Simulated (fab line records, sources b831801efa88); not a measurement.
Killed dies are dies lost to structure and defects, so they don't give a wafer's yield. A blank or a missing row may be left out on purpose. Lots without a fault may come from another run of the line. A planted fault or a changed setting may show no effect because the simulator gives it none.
Chamber matching | flow gf180mcu | GF_CONTACT_CMP_04 on cmp-01: 4 sister chambers
The step polishes SiO2. 4 wafers are shown with their chamber, then 11 later ones without.

WAFERS WITH THEIR CHAMBER
wafer  | chamber | motor_current_A (A)
L080.2 | 2       | 11.2
L082.1 | 3       | 12.1
L082.3 | 1       | 11.8
L083.1 | 0       | 9.7

WAFERS WITHOUT THEIR CHAMBER
wafer  | motor_current_A (A)
L083.4 | 12.0
L083.5 | 9.8
L085.2 | 9.9
L085.5 | 10.9
L085.6 | 12.1
L086.1 | 11.5
L086.3 | 9.9
L086.5 | 9.5
L097.1 | 10.9
L097.2 | 11.9
L097.3 | 11.4

WHICH CHAMBER EACH WENT THROUGH
wafer  | from the rows above          | in truth
L083.4 | can't be placed: 3 or 1      | 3
L083.5 | 0                            | 0
L085.2 | 0                            | 0
L085.5 | 2                            | 2
L085.6 | can't be placed: 3 or 1      | 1
L086.1 | can't be placed: 1 or 2 or 3 | 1
L086.3 | 0                            | 0
L086.5 | 0                            | 0
L097.1 | 2                            | 2
L097.2 | can't be placed: 1 or 3      | 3
L097.3 | can't be placed: 2 or 1      | 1
Placed correctly: 6 of 11. Can't be placed from these rows: 5 (the true chamber is among the candidates in 5). Placed wrongly: 0.
How it was worked out, from the rows above alone: a wafer's distance from a chamber is the root of the sum, over the readings, of the square of ((its reading less the chamber's mean) divided by the reading's scatter). The wafer belongs to the nearest chamber; if the next one is less than 2 further off, it can't be placed. A chamber's mean is the mean of its shown wafers. The scatter: with one shown wafer a chamber, the root of the mean of the squares of how far each hidden wafer lies from its nearest shown one.
